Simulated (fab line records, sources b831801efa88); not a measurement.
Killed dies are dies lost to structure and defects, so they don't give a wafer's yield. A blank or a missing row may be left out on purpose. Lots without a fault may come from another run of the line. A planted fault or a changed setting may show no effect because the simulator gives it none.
fab line records | flow sky130
record lots=6 wafers=18 last_day=51
route steps=708 shown VIA1@475 METAL2@483 PAD_OPEN@708
lots that met no fault: from a run of the same line without faults
start_h: hours from the record's first day to the start of the lot's first wafer shown | wait_h: hours since the lot's step before | " the same as in the row above | L1.1+2: a row that stands for several wafers | - no value, or no start given | * or withheld: withheld | < > ~ a bound
route shown NAME@n: a module of which the file shows steps, and the number in the route of the first | usual: mean/standard deviation of fault-free wafers | same: alike in all rows | chamber/n: place in a boat | sites: the reading at each site | _std_site: their standard deviation | _edge_site: outer sites' mean less inner sites' | radius_mm: how far each site lies from the wafer's centre | mask NAME#n: copy n | behind: the tool/chamber that last shaped the wafer | hold: why the lot was held/for how many hours/how that ended | device: the transistor (n, p or np) that didn't switch | end of line: the same wafers' tests at the end of the route | a step without rows: its recipe alone | killed: dies lost to structure and defects at the first sort, not the wafer's yield | map: a wafer's dies, x killed, . not, _ none there
set.NAME: the setting as run; set.NAME@STEP: as run at that earlier step | model.NAME: the simulator's own value behind a step, which no gauge read
lots at some steps of the route; a table a step, a row a wafer
services: from which hour (start_h, from the record's first day; less than 0 if before it) a tool's chamber was out of use, for how many hours, and why
## steps
# step SKY_VIA1_STRIP_17
# recipe chemistry=post_etch_residue_remover time_s=1200 temp_c=72.5
# step SKY_VIA1_CLEAN_18
# recipe chemistry=IPA time_s=180 temp_c=25
# step SKY_VIA1_CLEAN_19
# recipe chemistry=O3/DIW dry=n2_spin
# step SKY_VIA1_SPUTTER_20
# recipe material=TiN target_thk_nm=20 chamber_pressure_pa=5 power_w=4000 time_s=80
# usual chamber_pressure_pa=5.000/0.0097 throttle_valve_pct=29.7/0.96
# columns lot.wafer tool chamber start_h wait_h chamber_pressure_pa throttle_valve_pct
L784.1 pvd_sputter-02 - 812.73 0.0 5.003 27.7
L784.3 " - " " 4.999 28.9
L784.6 " - " " 4.994 29.7
L790.1 pvd_sputter-02 - 855.75 0.0 4.970 30.7
L790.2 " - " " 4.991 28.9
L790.4 " - " " 4.994 27.6
L791.1 pvd_sputter-01 - 871.46 0.0 4.996 29.8
L791.2 " - " " 4.994 29.3
L791.5 " - " " 4.994 30.9
L800.1 pvd_sputter-03 - 941.60 0.0 5.001 30.8
L800.3 " - " " 5.003 29.2
L800.6 " - " " 4.996 29.6
L804.4 pvd_sputter-01 - 960.01 0.0 5.005 30.5
L804.5 " - " " 5.004 29.3
L804.6 " - " " 4.994 30.6
L807.1 pvd_sputter-01 - 973.68 0.0 5.014 29.5
L807.4 " - " " 4.990 31.6
L807.5 " - " " 5.008 29.6
# step SKY_VIA1_CVD_21
# recipe material=W target_thk_nm=270 time_s=80.902 temp_c=400 pressure_torr=38.21
# usual heater_power_w=840/100
# columns lot.wafer tool chamber start_h wait_h heater_power_w since_wet_clean_h
L784.1 cvd_w-01 1 812.79 0.0 928 909
L784.3 " 1 " " 958 -
L784.6 " 0 " " 645 -
L790.1 cvd_w-02 1 855.81 0.0 911 452
L790.2 " 0 " " 869 452
L790.4 " 0 " " 855 -
L791.1 cvd_w-01 1 871.52 0.0 956 968
L791.2 " 0 " " 649 968
L791.5 " 0 " " 648 -
L800.1 cvd_w-02 1 941.66 0.0 901 538
L800.3 " 1 " " 891 -
L800.6 " 0 " " 845 -
L804.4 cvd_w-02 0 960.10 0.1 855 -
L804.5 " 1 " " 850 -
L804.6 " 0 " " 870 -
L807.1 cvd_w-01 1 973.74 0.0 856 56
L807.4 " 0 " " 579 -
L807.5 " 1 " " 858 -
# step SKY_VIA1_RS_MEAS_22
# recipe thk_meas_gauge=four-point-probe reads=W_of_VIA1_CVD_21+TiN_of_VIA1_SPUTTER_20
# usual VIA1_W_RS=0.435/0.0059
# columns lot.wafer tool chamber start_h wait_h VIA1_W_RS[ohm/sq]
L784.1 film_metro-03 - 812.89 0.1 0.444
L784.3 " - " " 0.441
L784.6 " - " " 0.431
L790.1 film_metro-04 - 855.91 0.1 0.445
L790.2 " - " " 0.429
L790.4 " - " " 0.429
L791.1 film_metro-01 - 871.61 0.1 0.443
L791.2 " - " " 0.435
L791.5 " - " " 0.437
L800.1 film_metro-01 - 941.75 0.1 0.440
L800.3 " - " " 0.441
L800.6 " - " " 0.430
L804.4 film_metro-04 - 960.22 0.1 0.429
L804.5 " - " " 0.444
L804.6 " - " " 0.431
L807.1 film_metro-01 - 973.83 0.1 0.439
L807.4 " - " " 0.432
L807.5 " - " " 0.438
# step SKY_VIA1_THK_MEAS_23
# recipe thk_meas_gauge=xrf reads=W_of_VIA1_CVD_21
# usual VIA1_W_THK=270/4.2
# columns lot.wafer tool chamber start_h wait_h VIA1_W_THK[nm]
L784.1 film_metro-03 - 813.01 0.1 262
L784.3 " - " " 263
L784.6 " - " " 270
L790.1 film_metro-04 - 856.03 0.1 265
L790.2 " - " " 276
L790.4 " - " " 277
L791.1 film_metro-01 - 871.73 0.1 267
L791.2 " - " " 271
L791.5 " - " " 272
L800.1 film_metro-01 - 941.87 0.1 269
L800.3 " - " " 268
L800.6 " - " " 274
L804.4 film_metro-04 - 960.31 0.1 275
L804.5 " - " " 267
L804.6 " - " " 275
L807.1 film_metro-01 - 973.95 0.1 268
L807.4 " - " " 273
L807.5 " - " " 269
# step SKY_VIA1_CMP_24
# recipe stop_on=SiO2 t_overpolish_s=15 down_force_psi=3.5 platen_rpm=60 target_thk_nm=0 pad_velocity_m_s=0.94248
# step SKY_METAL2_SPUTTER_00
# recipe material=Ti target_thk_nm=15 power_w=3000 time_s=10 chamber_pressure_pa=0.4
# step SKY_METAL2_SPUTTER_01
# recipe material=TiN target_thk_nm=20 power_w=6500 time_s=16.7 chamber_pressure_pa=0.4
# usual chamber_pressure_pa=0.4000/0.00083 throttle_valve_pct=29.4/0.9
# columns lot.wafer tool chamber start_h wait_h chamber_pressure_pa throttle_valve_pct
L784.1 pvd_sputter-04 - 813.39 0.0 0.4002 30.1
L784.3 " - " " 0.4018 29.0
L784.6 " - " " 0.4016 28.9
L790.1 pvd_sputter-02 - 856.41 0.0 0.4013 30.4
L790.2 " - " " 0.4007 29.5
L790.4 " - " " 0.4000 29.0
L791.1 pvd_sputter-02 - 872.11 0.0 0.3998 29.3
L791.2 " - " " 0.4000 30.6
L791.5 " - " " 0.3994 30.4
L800.1 pvd_sputter-02 - 942.25 0.0 0.3998 29.8
L800.3 " - " " 0.4017 30.7
L800.6 " - " " 0.4005 29.4
L804.4 pvd_sputter-04 - 960.66 0.0 0.4007 29.0
L804.5 " - " " 0.3995 30.0
L804.6 " - " " 0.4001 29.1
L807.1 pvd_sputter-02 - 974.33 0.0 0.3997 29.4
L807.4 " - " " 0.3986 28.8
L807.5 " - " " 0.3992 28.6
# step SKY_METAL2_SPUTTER_02
# recipe material=AlCu target_thk_nm=250 power_w=10600 time_s=13.3 chamber_pressure_pa=0.4
# step SKY_METAL2_SPUTTER_03
# recipe material=Ti target_thk_nm=5 power_w=3000 time_s=3.3 chamber_pressure_pa=0.4
# step SKY_METAL2_SPUTTER_04
# recipe material=TiN target_thk_nm=70 power_w=6500 time_s=58.3 chamber_pressure_pa=0.4
# usual chamber_pressure_pa=0.4000/0.00086 throttle_valve_pct=29.3/0.89
# columns lot.wafer tool chamber start_h wait_h chamber_pressure_pa throttle_valve_pct model.TiN_of_METAL2_SPUTTER_04.thk_nm
L784.1 pvd_sputter-04 - 813.46 0.0 0.4001 29.9 70.05
L784.3 " - " " 0.4002 29.0 69.96
L784.6 " - " " 0.4012 28.8 69.75
L790.1 pvd_sputter-02 - 856.48 0.0 0.3992 30.4 69.44
L790.2 " - " " 0.4882 27.0 67
L790.4 " - " " 0.3987 28.8 69.47
L791.1 pvd_sputter-02 - 872.18 0.0 0.4887 26.4 66.87
L791.2 " - " " 0.4002 30.7 68.9
L791.5 " - " " 0.3984 30.3 69.11
L800.1 pvd_sputter-02 - 942.32 0.0 0.4009 29.4 69.16
L800.3 " - " " 0.3998 30.5 69.71
L800.6 " - " " 0.3998 29.5 69.06
L804.4 pvd_sputter-04 - 960.73 0.0 0.3993 28.8 69.51
L804.5 " - " " 0.3993 30.2 70.12
L804.6 " - " " 0.3986 28.9 69.79
L807.1 pvd_sputter-02 - 974.40 0.0 0.3992 29.4 69.93
L807.4 " - " " 0.3999 28.8 70.3
L807.5 " - " " 0.4011 28.7 70.46
# step SKY_METAL2_RS_MEAS_05
# recipe thk_meas_gauge=four-point-probe reads=TiN_of_METAL2_SPUTTER_04+Ti_of_METAL2_SPUTTER_03+AlCu_of_METAL2_SPUTTER_02+TiN_of_METAL2_SPUTTER_01+Ti_of_METAL2_SPUTTER_00
# usual METAL2_ALCU_RS=0.1266/0.0012
# columns lot.wafer tool chamber start_h wait_h METAL2_ALCU_RS[ohm/sq]
L784.1 film_metro-02 - 813.51 0.0 0.1270
L784.3 " - " " 0.1268
L784.6 " - " " 0.1272
L790.1 film_metro-04 - 856.53 0.0 0.1271
L790.2 " - " " 0.1266
L790.4 " - " " 0.1278
L791.1 film_metro-04 - 872.23 0.0 0.1260
L791.2 " - " " 0.1275
L791.5 " - " " 0.1263
L800.1 film_metro-01 - 942.37 0.0 0.1261
L800.3 " - " " 0.1269
L800.6 " - " " 0.1260
L804.4 film_metro-04 - 960.84 0.1 0.1265
L804.5 " - " " 0.1261
L804.6 " - " " 0.1263
L807.1 film_metro-02 - 974.47 0.0 0.1269
L807.4 " - " " 0.1272
L807.5 " - " " 0.1269
# step SKY_METAL2_THK_MEAS_06
# recipe thk_meas_gauge=xrf reads=AlCu_of_METAL2_SPUTTER_02
# usual METAL2_ALCU_THK=250.3/2.8
# columns lot.wafer tool chamber start_h wait_h METAL2_ALCU_THK[nm]
L784.1 film_metro-02 - 813.63 0.1 247.9
L784.3 " - " " 250.6
L784.6 " - " " 250.3
L790.1 film_metro-04 - 856.65 0.1 249.3
L790.2 " - " " 251.4
L790.4 " - " " 248.1
L791.1 film_metro-04 - 872.35 0.1 253.5
L791.2 " - " " 249.1
L791.5 " - " " 252.6
L800.1 film_metro-01 - 942.49 0.1 252.0
L800.3 " - " " 251.0
L800.6 " - " " 255.0
L804.4 film_metro-04 - 960.93 0.1 250.9
L804.5 " - " " 252.6
L804.6 " - " " 253.1
L807.1 film_metro-02 - 974.59 0.1 249.2
L807.4 " - " " 249.9
L807.5 " - " " 250.5
# step SKY_METAL2_DEHYDRATE_07
# recipe temp_c=200 time_s=60
# step SKY_METAL2_HMDS_08
# recipe prime_time_s=60 prime_temp_c=120
# step SKY_METAL2_COAT_09
# recipe resist=BARC temp_c=withheld time_s=withheld spin_rpm=3000 resist_thk_nm=60
# step SKY_METAL2_COAT_10
# recipe resist=KrF-thick spin_rpm=3000 resist_thk_nm=450
# step SKY_METAL2_SOFTBAKE_11
# recipe temp_c=100 time_s=90 resist=KrF-thick
# step SKY_METAL2_EXPOSE_12
# recipe mask_id=MM2 na=0.8 source_shape=annular sigma_inner=0.55 sigma_outer=0.85 target_cd_nm=140 dose_mj=28
# step SKY_METAL2_PEB_13
# recipe peb_temp_c=withheld peb_time_s=withheld resist=KrF-thick
# step SKY_METAL2_DEVELOP_14
# recipe develop_time_s=60 resist=KrF-thick dev_temp_c=21
# step SKY_METAL2_CD_MEAS_15
# recipe target_cd_nm=140
# usual cd_nm=139.2/1.5
# columns lot.wafer tool chamber start_h wait_h cd_nm
L784.1 cd_sem-01 - 840.47 - 140.5
L784.3 " - " " 139.5
L784.6 " - " " 137.9
L790.1 cd_sem-01 - 882.57 - 137.3
L790.2 " - " " 138.3
L790.4 " - " " 138.5
L791.1 cd_sem-02 - 898.80 - 141.0
L791.2 " - " " 140.3
L791.5 " - " " 140.1
L800.1 cd_sem-02 - 966.12 - 136.8
L800.3 " - " " 137.7
L800.6 " - " " 139.5
L804.4 cd_sem-01 - 985.26 - 137.7
L804.5 " - " " 136.5
L804.6 " - " " 138.8
L807.1 cd_sem-02 - 999.20 - 137.9
L807.4 " - " " 138.2
L807.5 " - " " 139.4
# step SKY_METAL2_OVL_MEAS_16
# usual METAL2_OVL=-1/4.7
# columns lot.wafer tool chamber start_h wait_h METAL2_OVL[nm]
L784.1 overlay-01 - 840.59 0.1 1
L784.3 " - " " 2
L784.6 " - " " -1
L790.1 overlay-02 - 882.69 0.1 -1
L790.2 " - " " -1
L790.4 " - " " -3
L791.1 overlay-02 - 898.92 0.1 -6
L791.2 " - " " -5
L791.5 " - " " -8
L800.1 overlay-01 - 966.24 0.1 3
L800.3 " - " " 8
L800.6 " - " " 3
L804.4 overlay-02 - 985.34 0.1 -11
L804.5 " - " " -6
L804.6 " - " " -4
L807.1 overlay-01 - 999.32 0.1 1
L807.4 " - " " 1
L807.5 " - " " 5
# step SKY_METAL2_DESCUM_17
# recipe chemistry=O2 source_power_w=150 bias_power_w=0 pressure_mtorr=10 temp_c=40 time_s=8
# usual drypump_motor_current_A=5.8/0.63 oes_product_au=1.000/0.0077
# columns lot.wafer tool chamber start_h wait_h drypump_motor_current_A oes_product_au rf_hours_counter_h
L784.1 rie_metal-03 0 840.62 0.0 4.8 1.017 13
L784.3 " 0 " " 4.8 1.013 -
L784.6 " 0 " " 4.8 1.015 -
L790.1 rie_metal-01 0 882.72 0.0 6.7 0.989 8
L790.2 " 1 " " 6.1 0.991 5
L790.4 " 1 " " 6.1 0.995 -
L791.1 rie_metal-01 1 898.96 0.0 6.1 1.001 6
L791.2 " 0 " " 6.7 0.996 8
L791.5 " 1 " " 6.1 0.986 -
L800.1 rie_metal-01 1 966.27 0.0 6.1 0.996 9
L800.3 " 1 " " 6.1 1.001 -
L800.6 " 1 " " 6.1 1.004 -
L804.4 rie_metal-02 0 985.37 0.0 5.8 0.999 -
L804.5 " 0 " " 5.8 0.999 -
L804.6 " 1 " " 5.1 0.999 -
L807.1 rie_metal-01 0 999.36 0.0 6.7 0.996 14
L807.4 " 0 " " 6.7 1.001 -
L807.5 " 1 " " 6.1 0.989 -
# step SKY_METAL2_ETCH_18
# recipe chemistry=N2/H2 target=BARC ion_energy_ev=200 bias_w=100 pressure_mtorr=30 n2_flow_sccm=100 h2_flow_sccm=200 icp_w=500 stop_on=SiO2 time_s=45.9 target_depth_a=600
# usual drypump_motor_current_A=5.8/0.63 oes_product_au=0.855/0.0049 throttle_valve_pct=13.224/0.0087
# columns lot.wafer tool chamber start_h wait_h drypump_motor_current_A oes_product_au rf_hours_counter_h throttle_valve_pct
L784.1 rie_metal-03 0 840.69 0.1 4.8 0.858 13 13.220
L784.3 " 0 " " 4.8 0.845 - 13.218
L784.6 " 0 " " 4.8 0.856 - 13.242
L790.1 rie_metal-01 0 882.75 0.0 6.7 0.866 8 13.232
L790.2 " 1 " " 6.1 0.867 5 13.223
L790.4 " 1 " " 6.1 0.858 - 13.228
L791.1 rie_metal-01 1 898.99 0.0 6.1 0.862 6 13.225
L791.2 " 0 " " 6.7 0.844 8 13.225
L791.5 " 1 " " 6.1 0.865 - 13.239
L800.1 rie_metal-01 1 966.30 0.0 6.1 0.847 9 13.226
L800.3 " 1 " " 6.1 0.850 - 13.223
L800.6 " 1 " " 6.1 0.854 - 13.216
L804.4 rie_metal-02 0 985.41 0.0 5.8 0.854 - 13.216
L804.5 " 0 " " 5.8 0.858 - 13.234
L804.6 " 1 " " 5.1 0.852 - 13.215
L807.1 rie_metal-01 0 999.39 0.0 6.7 0.854 14 13.225
L807.4 " 0 " " 6.7 0.855 - 13.234
L807.5 " 1 " " 6.1 0.859 - 13.230
# step SKY_METAL2_METAL_ETCH_19
# recipe target_depth_a=3600 stop_on=SiO2 over_etch_frac=0.2901 time_s=78 chemistry=Cl2/BCl3 resist_sidewall_deg=88 pressure_mtorr=10 icp_w=900 bias_w=48.5 Cl2_flow_sccm=60 bcl3_flow_sccm=30
# step SKY_METAL2_STRIP_20
# recipe chemistry=O2/N2 power_w=1400 pressure_mtorr=1500 platen_temp_c=withheld o2_flow_sccm=3000 n2_flow_sccm=300 overash_fraction=0.5
# step SKY_METAL2_STRIP_21
# recipe chemistry=post_etch_residue_remover time_s=1200 temp_c=72.5
# columns lot.wafer tool chamber start_h wait_h model.TiN_of_METAL2_SPUTTER_04.thk_nm
L784.1 wet_bench-04 3 841.09 0.1 69.63
L784.3 " 3 " " 69.54
L784.6 " 3 " " 69.33
L790.1 wet_bench-04 0 883.01 0.1 69.02
L790.2 " 0 " " 66.58
L790.4 " 0 " " 69.05
L791.1 wet_bench-02 3 899.24 0.1 66.45
L791.2 " 3 " " 68.48
L791.5 " 3 " " 68.69
L800.1 wet_bench-02 3 966.56 0.1 68.74
L800.3 " 3 " " 69.29
L800.6 " 3 " " 68.65
L804.4 wet_bench-04 0 985.64 0.0 69.08
L804.5 " 0 " " 69.7
L804.6 " 0 " " 69.37
L807.1 wet_bench-01 0 999.64 0.1 69.51
L807.4 " 0 " " 69.88
L807.5 " 0 " " 70.04
# step SKY_METAL2_CLEAN_22
# recipe chemistry=IPA time_s=180 temp_c=25
# step SKY_PAD_OPEN_PROBE_99
# usual defect_limited_yield=82.8/2.1 killed_at_M0_to_M3=43/7.3 killed_at_M4_up=3.4/2.1 killed_at_contacts=24/5.9 killed_at_front_end=14/4 killed_at_other=0.3/0.54 killed_dies=85/10 killed_open=46/7.7 killed_short=38/6 sort_bin_3_pad_short=0.8/0.48 sort_bin_5_function=10.2/1.7 sort_bin_6_memory=6.2/1.1 sort_n_pass=407/10 sort_yield_pct=82.8/2.1
# same gross_dies=492 killed_at_back_side=0 sort_bin_4_leakage[%]=0 sort_bin_8_speed[%]=0
# columns lot.wafer tool chamber start_h wait_h defect_limited_yield[%] killed_at_M0_to_M3 killed_at_M4_up killed_at_contacts killed_at_front_end killed_at_other killed_dies killed_open killed_short sort_bin_3_pad_short[%] sort_bin_5_function[%] sort_bin_6_memory[%] sort_n_pass sort_yield_pct[%]
L790.1 prober-02 - 1130.02 0.1 78.9 58 2 22 21 1 104 59 45 0.8 12.2 8.1 388 78.9
L790.2 prober-02 - 1130.07 0.1 80.1 57 2 31 8 0 98 56 42 0.8 12.0 7.1 394 80.1
L790.4 prober-02 - 1130.17 0.2 84.6 42 2 24 8 0 76 46 30 1.0 8.7 5.7 416 84.6
L791.1 prober-01 - 1144.32 0.1 87.8 35 1 11 13 0 60 24 36 0.2 7.7 4.3 432 87.8
L791.2 prober-01 - 1144.37 0.1 86.0 41 1 13 14 0 69 36 33 1.0 7.9 5.1 423 86.0
L791.5 prober-01 - 1144.52 0.2 82.1 45 3 23 16 1 88 52 36 1.4 9.3 7.1 404 82.1
L804.4 prober-02 - 1206.19 0.2 83.7 37 1 25 17 0 80 43 37 1.0 9.8 5.5 412 83.7
L804.5 prober-02 - 1206.24 0.2 84.8 37 3 23 12 0 75 34 41 0.2 10.6 4.5 417 84.8
L804.6 prober-02 - 1206.29 0.2 80.1 53 2 27 16 0 98 52 44 1.2 13.4 5.3 394 80.1
L807.1 prober-02 - 1214.84 0.1 83.9 53 3 14 9 0 79 46 32 0.6 11.0 4.5 413 83.9
L807.4 prober-02 - 1214.99 0.2 83.7 42 5 16 17 0 80 38 41 1.0 9.6 5.7 412 83.7
L807.5 prober-02 - 1215.04 0.2 82.1 36 5 27 20 0 88 45 39 1.4 11.0 5.5 404 82.1
# killed by level:class
L790.1 VIA1:geometric_particle:open=14 VIA1:geometric_particle:short=9 LI_CONTACT:geometric_particle:open=8 CONTACT:geometric_particle:open=7 FIELD_ISO:geometric_particle:open=6 METAL1:geometric_particle:short=6 VIA3:geometric_particle:open=6 FIELD_ISO:geometric_particle:short=5
L790.2 CONTACT:geometric_particle:open=11 VIA1:geometric_particle:open=11 VIA2:geometric_particle:open=11 LI_CONTACT:geometric_particle:open=8 VIA1:geometric_particle:short=7 METAL1:geometric_particle:short=7 CONTACT:geometric_particle:short=6 METAL2:geometric_particle:short=6
L790.4 CONTACT:geometric_particle:open=11 VIA1:geometric_particle:open=9 METAL1:geometric_particle:short=6 LI_CONTACT:geometric_particle:open=5 VIA1:geometric_particle:short=5 VIA2:geometric_particle:open=5 METAL2:geometric_particle:short=4 VIA3:geometric_particle:open=4
L791.1 POLY_GATE:geometric_particle:short=6 VIA3:geometric_particle:open=6 METAL2:geometric_particle:short=6 VIA2:geometric_particle:open=5 CONTACT:geometric_particle:open=4 METAL1:geometric_particle:short=4 LI_CONTACT:geometric_particle:short=3 VIA1:geometric_particle:open=3
L791.2 POLY_GATE:geometric_particle:open=7 VIA1:geometric_particle:open=7 VIA2:geometric_particle:open=6 VIA1:geometric_particle:short=6 METAL2:geometric_particle:short=6 CONTACT:geometric_particle:short=4 VIA2:geometric_particle:short=4 VIA3:geometric_particle:open=4
L791.5 LI_CONTACT:geometric_particle:open=9 VIA1:geometric_particle:open=9 POLY_GATE:geometric_particle:open=7 CONTACT:geometric_particle:open=7 METAL1:geometric_particle:short=6 VIA2:geometric_particle:open=6 VIA1:geometric_particle:short=5 CONTACT:geometric_particle:short=4
L804.4 VIA2:geometric_particle:open=8 POLY_GATE:geometric_particle:open=6 LI_CONTACT:geometric_particle:open=6 VIA2:geometric_particle:short=6 VIA3:geometric_particle:open=6 LOCAL_INTERCONNECT:geometric_particle:short=5 CONTACT:geometric_particle:open=5 FIELD_ISO:geometric_particle:open=4
L804.5 VIA1:geometric_particle:open=8 FIELD_ISO:geometric_particle:short=6 VIA1:geometric_particle:short=6 LI_CONTACT:geometric_particle:open=6 CONTACT:geometric_particle:short=6 VIA2:geometric_particle:open=6 LI_CONTACT:geometric_particle:short=4 METAL2:geometric_particle:short=4
L804.6 VIA1:geometric_particle:open=11 LI_CONTACT:geometric_particle:open=10 VIA2:geometric_particle:open=9 VIA3:geometric_particle:open=8 CONTACT:geometric_particle:open=6 VIA1:geometric_particle:short=6 POLY_GATE:geometric_particle:short=5 METAL1:geometric_particle:short=5
L807.1 VIA1:geometric_particle:open=14 VIA2:geometric_particle:open=9 VIA3:geometric_particle:open=7 METAL1:geometric_particle:short=6 VIA2:geometric_particle:short=5 LI_CONTACT:geometric_particle:open=3 CONTACT:geometric_particle:open=3 METAL1:geometric_particle:open=3
L807.4 VIA1:geometric_particle:open=9 VIA1:geometric_particle:short=7 VIA2:geometric_particle:open=6 METAL3:geometric_particle:short=5 LI_CONTACT:geometric_particle:open=5 CONTACT:geometric_particle:open=5 METAL1:geometric_particle:short=5 METAL2:geometric_particle:short=5
L807.5 LI_CONTACT:geometric_particle:open=8 CONTACT:geometric_particle:open=7 VIA2:geometric_particle:open=7 FIELD_ISO:geometric_particle:open=6 CONTACT:geometric_particle:short=6 VIA1:geometric_particle:open=6 LOCAL_INTERCONNECT:geometric_particle:short=5 METAL2:geometric_particle:short=5
## services
# columns tool chamber start_h hours kind
pvd_sputter-03 - 796.29 2.3 repair
pvd_sputter-04 0 808.24 - consumable_replace:kit
rie_metal-02 - 814.34 14.6 pm
rie_metal-01 - 814.43 1.4 pm
pvd_sputter-02 3 832.61 - consumable_replace:kit
pvd_sputter-02 3 832.61 18.0 scheduled_down
pvd_sputter-02 3 832.61 18.0 vent_cycle
wet_bench-02 - 833.39 12.1 repair
wet_bench-01 - 853.40 11.9 repair
pvd_sputter-04 - 853.66 4.9 repair
cvd_w-01 - 860.38 0.3 repair
pvd_sputter-01 - 865.90 2.4 repair
rie_metal-03 0 875.33 21.9 repair
pvd_sputter-01 - 876.03 14.1 repair
cvd_w-02 1 881.34 5.5 repair
pvd_sputter-01 - 883.19 3.2 repair
pvd_sputter-04 - 884.17 3.1 repair
pvd_sputter-03 - 892.49 1.0 repair
rie_metal-02 0 902.08 4.8 repair
cvd_w-01 - 904.09 14.0 pm
rie_metal-01 - 948.12 0.8 repair
rie_metal-03 - 964.00 2.8 pm
pvd_sputter-02 - 969.60 1.2 repair
cvd_w-01 - 999.35 0.7 repair
## key
first_sign step=SKY_METAL2_SPUTTER_04 reading=chamber_pressure_pa direction=up sigmas=99+ usual=0.4000 struck=0.4884
effect step=SKY_METAL2_SPUTTER_04 reading=throttle_valve_pct direction=down sigmas=3 usual=29.3 struck=26.7
model_effect step=SKY_METAL2_SPUTTER_04 value=TiN_of_METAL2_SPUTTER_04.thk_nm without=69.15 struck=66.93
model_effect step=SKY_METAL2_STRIP_21 value=TiN_of_METAL2_SPUTTER_04.thk_nm without=68.73 struck=66.51
met_at SKY_METAL2_SPUTTER_04
struck_wafers L790.2,L791.1
fault kind=process_parameter_drift tool=pvd_sputter-02 chamber=- onset_h=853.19 steps=SKY_METAL2_SPUTTER_04 channel=chamber_pressure_pa offset=0.08789 shape=step end_h=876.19 acts_in=these_recipes_only stated=0.4 scope=struck_wafers_only
